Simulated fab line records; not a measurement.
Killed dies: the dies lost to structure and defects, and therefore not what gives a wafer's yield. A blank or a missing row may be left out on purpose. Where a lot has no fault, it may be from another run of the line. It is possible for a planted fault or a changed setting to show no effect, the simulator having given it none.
Chamber matching -- flow sky130 -- SKY_POLY_CUT_ETCH_11 on rie_diel-04 has 4 sister chambers
The step etches Si3N4 in CF4/CH2F2/Ar, stops on poly-Si, time 42.5 s, target depth 60 nm. 4 wafers are shown with their chamber, then 10 later ones without.

## WAFERS, EACH WITH ITS CHAMBER
wafer,chamber,bias_w (W)
L971.6,2,150.1
L976.4,3,150.7
L979.1,0,150.0
L979.3,1,150.0

## WAFERS WITH NO CHAMBER GIVEN
wafer,bias_w (W)
L979.5,150.1
L982.2,149.8
L982.3,150.3
L982.4,149.8
L988.2,149.1
L988.5,149.7
L988.6,149.9
L990.1,150.4
L990.3,150.6
L990.6,151.2

## EACH ONE'S CHAMBER
wafer,from the rows above,in truth
L979.5,can't be placed: 2 or 0 or 1 or 3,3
L982.2,can't be placed: 0 or 1 or 2 or 3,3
L982.3,can't be placed: 2 or 0 or 1 or 3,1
L982.4,can't be placed: 0 or 1 or 2 or 3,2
L988.2,can't be placed: 0 or 1 or 2 or 3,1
L988.5,can't be placed: 0 or 1 or 2 or 3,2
L988.6,can't be placed: 0 or 1 or 2 or 3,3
L990.1,can't be placed: 3 or 2 or 0 or 1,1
L990.3,can't be placed: 3 or 2 or 0 or 1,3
L990.6,can't be placed: 3 or 2 or 0 or 1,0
Correctly placed: 0 of 10. Can't be placed from these rows: 10 (the true chamber is among the candidates in 10). Number placed wrongly: 0.
How it was worked out, from the rows above alone: a wafer's distance from a chamber is the root of the sum, over the readings, of the square of ((its reading less the chamber's mean) divided by the reading's scatter). If the next closest chamber is less than 2 further off than the closest, the wafer can't be placed; otherwise it belongs to the closest. Each chamber's mean is taken over the wafers shown for it. The scatter: root of mean squared gap, hidden wafer to nearest shown wafer, with one shown wafer a chamber.
